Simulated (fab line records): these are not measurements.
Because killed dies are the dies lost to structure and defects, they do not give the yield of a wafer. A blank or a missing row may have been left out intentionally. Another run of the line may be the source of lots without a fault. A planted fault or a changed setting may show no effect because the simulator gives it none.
Struck lot and sound lot, side by side ; flow sky130 ; 22 out of 708 route steps
Sound: these wafers, L646.1, L646.2, L646.3. Struck: wafers L651.1, L651.2, L651.3. Last of all comes the cause.
At each step with rows: each side's tool, then ch and its chambers, then its first start. Under that, the readings that differ: sound wafers ; struck wafers ; difference of the means ; sigmas: that difference in standard deviations of wafers without a fault.
alike: a reading whose means differ by less than 2 such deviations, as well as words and numbers matching on both sides. not compared: withheld readings; readings where some wafer has no value; bounds like >300 that might hide an equal value; numbers whose values overlap and for which the record gives no deviation.
Wherever a step has rows on one side only, a row that says differs or no value, or a row with sigmas, the two part there. Numbers that have no deviation but don't overlap get no sigmas and don't part them. Lack of a reading on every wafer of one side parts them only where that side has two or more wafers.

first, 4 steps without rows for these wafers: SKY_NWELL_SOFTBAKE_06; SKY_NWELL_EXPOSE_07 (exposes mask NWM, target cd 840 nm); SKY_NWELL_PEB_08; SKY_NWELL_DEVELOP_09 (develop time 60 s).
SKY_NWELL_OVL_MEAS_10:
  sound on overlay-02 at day 6 05:34; struck on overlay-01 at day 7 17:01
  alike: NWELL_00_OVL
then, 3 steps without rows for these wafers: SKY_NWELL_IMPLANT_11; SKY_NWELL_IMPLANT_12; SKY_NWELL_IMPLANT_13.
SKY_NWELL_STRIP_14: strips in O2/N2.
  sound on plasmaAsher-02 ch 0,1, day 6 06:04; struck on plasmaAsher-03 ch 0,1, day 7 17:31
  alike: drypumpMotorCurrentA, oesProductAu, stripTimeToEndpointS
  not compared: rfHoursCounterH
SKY_NWELL_TW_MEAS_15:
  sound on filmMetro-03 at day 6 06:10; struck on filmMetro-03 at day 7 17:37
  alike: NWELL_TW
then, 2 steps without rows for these wafers: SKY_NWELL_DEHYDRATE_16 (time 60 s); SKY_NWELL_HMDS_17 (prime time 60 s).
SKY_NWELL_COAT_18: resist thk 3000 nm.
  sound on lithoTrack-02 ch 0, day 6 15:04; struck on lithoTrack-03 ch 0, day 8 03:40
reading;sound;struck;difference;sigmas
model.coat_of_NWELL_COAT_18.thkNm (nm);2987 2985 2994;959.5 958 959.4;-2029.7;
then, 3 steps without rows for these wafers: SKY_NWELL_SOFTBAKE_19; SKY_NWELL_EXPOSE_20 (exposes mask NWM COMPLEMENT, target cd 840 nm); SKY_NWELL_PEB_21.
SKY_NWELL_DEVELOP_22: develop time 60 s.
  sound on lithoTrack-03 ch 0; struck on lithoTrack-03 ch 0
reading;sound;struck;difference;sigmas
model.coat_of_NWELL_COAT_18.thkNm (nm);2977 2975 2984;953.5 952.1 953.4;-2025.7;
SKY_NWELL_OVL_MEAS_23:
  sound on overlay-02 at day 6 23:31; struck on overlay-01 at day 8 14:49
  alike: NWELL_01_OVL
following that, these wafers have no rows for 1 step: SKY_NWELL_IMPLANT_24.
SKY_NWELL_STRIP_25: strips in O2/N2.
  sound on plasmaAsher-02 ch 0,1, day 6 23:41; struck on plasmaAsher-03 ch 0,1, day 8 14:59
reading;sound;struck;difference;sigmas
oesProductAu (a.u.);0.728 0.721 0.725;0.718 0.714 0.711;-0.010;-2
stripTimeToEndpointS (s);36.68 36.67 36.77;12.90 12.89 12.92;-23.80;-99 or more
  alike: drypumpMotorCurrentA
  not compared: rfHoursCounterH
SKY_NWELL_TW_MEAS_26:
  sound on filmMetro-02 at day 6 23:47; struck on filmMetro-02 at day 8 15:05
  alike: NWELL_2_TW
-- the record jumps here: 40 days lie between the struck wafers' starts before and after (it left off in module NWELL and takes up again in module PAD_OPEN, whose first step shown is number 708 of the route) --
SKY_PAD_OPEN_PROBE_99:
  sound on prober-01 at day 47 22:37; struck on prober-01 at day 48 22:21
reading;sound;struck;difference;sigmas
model.etest.nfet_16v.rOnOhmUm;1.429e+04 1.422e+04 1.432e+04;1.536e+04 1.535e+04 1.535e+04;+1.077e+03;
model.etest.pfet_16v.rOnOhmUm;1.558e+04 1.526e+04 1.509e+04;1.452e+04 1.411e+04 1.451e+04;-9.300e+02;
model.etest.resIsoPwell.widthNm (nm);2639 2625 2642;2861 2859 2857;+224;
model.etest.resNwell.lineOhmUm;1138 1120 1103;1327 1278 1311;+185;
model.etest.resNwell.widthNm (nm);849.7 848.9 852.3;750.1 750.5 754.3;-98.7;
model.etest.pfet_16v.driveUaUm;240.9 246.9 248.5;265.5 269.6 263;+20.6;
  alike: killed_at_M0_to_M3, killed_at_M4_up, killedAtContacts, killedAtFrontEnd, killedAtOther, killedDies, killedOpen, killedShort
  not compared: model.etest.nfet_16v.driveUaUm

WHERE THEY PART
Only at SKY_NWELL_STRIP_25, as far as this record shows. Later steps at which nothing parts them and some readings are alike: SKY_NWELL_TW_MEAS_26, SKY_PAD_OPEN_PROBE_99.

WHY: what the simulator had put in
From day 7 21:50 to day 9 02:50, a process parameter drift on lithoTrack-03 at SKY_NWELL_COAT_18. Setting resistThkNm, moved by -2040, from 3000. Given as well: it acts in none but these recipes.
